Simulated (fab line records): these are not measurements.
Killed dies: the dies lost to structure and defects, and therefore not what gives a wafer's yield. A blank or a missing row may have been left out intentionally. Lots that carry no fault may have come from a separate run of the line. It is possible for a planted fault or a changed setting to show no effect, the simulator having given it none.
2 desks, one fault :: flow sky130 :: numbers are kept per desk, each desk with only its own; the story behind them comes last

## AT THE METROLOGY DESK
Means of the sampled wafers that have a number, per lot and without regard to the tool the lot ran on: this is what the gauges read. Marked OUT: a lot whose mean sits more than 4 standard deviations from the usual mean, which makes it out of limits; the brackets give that distance.
Columns: A = PWDE_RS at SKY_NWELL_RS_MEAS_31, usual 5280 ohm/sq; B = cd_nm at SKY_VT_ADJUST_NCORE_CD_MEAS_07, usual 379.9 nm; C = cd_nm at SKY_SONOS_TUNNEL_CD_MEAS_07, usual 409.7 nm
lot: L762
first seen here: day 5 18:37
A: 5277
B: 378.2
C: 409.8

lot: L764
first seen here: day 6 02:46
A: 5280
B: 379.8
C: 407.6

lot: L763
first seen here: day 6 03:07
A: 5266
B: 382.8
C: 415.0

lot: L766
first seen here: day 6 16:46
A: 5281
B: 377.6
C: 410.2

lot: L767
first seen here: day 7 00:28
A: 5251
B: 381.2
C: -

lot: L768
first seen here: day 7 03:25
A: 5269
B: 383.6
C: -

lot: L776
first seen here: day 9 02:37
A: 5291
B: 380.8
C: 408.6

lot: L777
first seen here: day 9 07:01
A: 5287
B: 375.6
C: 407.1

lot: L779
first seen here: day 9 21:25
A: 5306
B: 381.0
C: 409.9

lot: L780
first seen here: day 10 03:26
A: 5289
B: 375.5
C: 412.1

lot: L781
first seen here: day 10 19:10
A: 5284
B: 379.6
C: 411.3

lot: L782
first seen here: day 11 11:10
A: 5264
B: 378.0
C: 407.8

lot: L783
first seen here: day 11 12:29
A: 5300
B: 374.0
C: 409.4

lot: L784
first seen here: day 11 15:16
A: 5287
B: 381.2
C: 411.3
Result from this desk: across the 14 lots, nothing is out of limits.

## AT THE TOOL OWNER'S DESK: iline_stepper-02
The tool's own readings at SKY_SONOS_TUNNEL_EXPOSE_04 (exposes mask TUNM, target cd 410 nm): means of the sampled wafers that have a number, for each lot that ran on this tool. Marked OUT: a lot whose mean sits more than 4 standard deviations from the usual mean, which makes it out of limits; the brackets give that distance.
Columns: A = exposure_dose_mJ_cm2 at SKY_SONOS_TUNNEL_EXPOSE_04, usual 136.01; B = focus_offset_nm at SKY_SONOS_TUNNEL_EXPOSE_04, usual 0.0 nm
lot: L764
first seen here: day 11 16:13
A: 136.02
B: -0.2

lot: L766
first seen here: day 12 07:56
A: 135.88
B: 0.0

lot: L777
first seen here: day 15 16:58
A: 136.01
B: 0.4

lot: L780
first seen here: day 16 17:38
A: 136.01
B: 0.3

lot: L781
first seen here: day 17 15:35
A: 135.99
B: -0.2

lot: L782
first seen here: day 18 14:59
A: 136.10
B: -0.2

lot: L783
first seen here: day 18 16:31
A: 135.96
B: -0.6

lot: L784
first seen here: day 18 17:56
A: 135.97
B: 0.2
Result from this desk: across the 8 lots, nothing is out of limits.

## ALL TOGETHER
The metrology desk saw nothing out of limits.
The desk of the tool owner found nothing out of limits.

## WHAT WAS PUT IN BY THE SIMULATOR
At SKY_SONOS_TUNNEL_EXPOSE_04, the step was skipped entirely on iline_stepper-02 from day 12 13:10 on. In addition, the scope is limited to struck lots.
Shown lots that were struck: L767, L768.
